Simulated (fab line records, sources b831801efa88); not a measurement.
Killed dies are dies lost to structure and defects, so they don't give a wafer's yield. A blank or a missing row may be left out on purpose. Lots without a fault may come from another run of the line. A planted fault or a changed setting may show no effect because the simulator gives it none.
Which tool did it? | flow sfq_line | 15 lots, 45 wafers sampled, at 2 steps of a route of 325

WHAT THE GAUGES READ, wafer by wafer
SFQ_L0V_OVL_MEAS_903.
lot  | measured     | on         | L0V_OVL (nm)
L710 | day 7 14:26  | overlay-01 | -1 -1 -1
L711 | day 7 22:22  | overlay-01 | -12 -13 -17
L712 | day 8 07:58  | overlay-01 | -1 0 -11
L713 | day 8 17:34  | overlay-02 | 6 2 -3
L714 | day 9 00:55  | overlay-01 | -6 -4 -7
L715 | day 9 08:07  | overlay-02 | 4 5 3
L716 | day 9 22:30  | overlay-02 | -6 -4 3
L717 | day 10 05:00 | overlay-02 | 7 2 -3
L718 | day 10 11:07 | overlay-02 | -16 -8 -7
L723 | day 11 17:06 | overlay-01 | -4 -7 -9
L726 | day 12 18:36 | overlay-02 | 53 55 56
L727 | day 13 02:59 | overlay-01 | 54 49 53
L728 | day 13 07:47 | overlay-02 | 48 53 46
L731 | day 14 04:19 | overlay-02 | -4 4 0
L732 | day 14 13:55 | overlay-02 | -9 -6 -4

WHICH TOOL RAN EACH LOT (tool, then ch and the chambers of the sampled wafers, then the start)
lot  | SFQ_TRILAYER_L0_VIA_LITHO_EXPOSE_014
L710 | krf_scanner-01 ch 0, day 7 13:31
L711 | krf_scanner-01 ch 0, day 7 20:52
L712 | krf_scanner-01 ch 0, day 8 06:28
L713 | krf_scanner-01 ch 0, day 8 16:04
L714 | krf_scanner-02 ch 0, day 8 23:48
L715 | krf_scanner-02 ch 0, day 9 07:00
L716 | krf_scanner-02 ch 0, day 9 21:00
L717 | krf_scanner-01 ch 0, day 10 03:30
L718 | krf_scanner-01 ch 0, day 10 09:48
L723 | krf_scanner-01 ch 0, day 11 15:36
L726 | krf_scanner-02 ch 0, day 12 17:17
L727 | krf_scanner-02 ch 0, day 13 01:29
L728 | krf_scanner-02 ch 0, day 13 06:17
L731 | krf_scanner-01 ch 0, day 14 03:01
L732 | krf_scanner-01 ch 0, day 14 12:37
- SFQ_TRILAYER_L0_VIA_LITHO_EXPOSE_014: exposes mask L0V, target cd 700 nm.

WHAT THE TOOLS THEMSELVES READ (means of the sampled wafers that have a number; where no wafer has one, the mark that the record gives instead)
The record holds no such reading with a usual standard deviation.

THE ANSWER, worked out from the rows above alone
Rule: what is usual is taken from the lots themselves. Put in order of their means at a reading, lots are off if they are a third of the lots or fewer, leave a main group of 4 or more, and stand apart from it by a gap of 3 or more times the standard deviation of the main group's means; of several such gaps the widest counts. A main group whose means are all the same, to the digits that the tables above print for the reading, isn't used. A lot without any number at a reading at which 4 lots or more have one is off too. The other lots that the step has rows for count as sound. The gauges are gone through in route order, then the tools' own readings, and for those a lot's mean is taken as printed above. The first step at which some lot is off is used, and at that step the reading that is off furthest; a lot without a number counts as furthest.
Off: L726, L727, L728, at SFQ_L0V_OVL_MEAS_903 (L0V_OVL). The main group: mean -4 nm, standard deviation 5.1.
A tool fits if, at a process step before that reading, it ran every lot that is off, and no sound lot after the first of them. The gauges at SFQ_L0V_OVL_MEAS_903 are tried like those tools. One fits: krf_scanner-02 at SFQ_TRILAYER_L0_VIA_LITHO_EXPOSE_014. Its last sound lot is L716 (day 9 21:00), its first lot that is off L726 (day 12 17:17): a fault that began between those two fits.

WHAT THE SIMULATOR HAD PUT IN
Scanner matching overlay: krf_scanner-02, from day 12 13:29 on, at SFQ_TRILAYER_L0_VIA_LITHO_EXPOSE_014. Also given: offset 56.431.
Lots struck among those shown: L726, L727, L728. The rule above found the same.
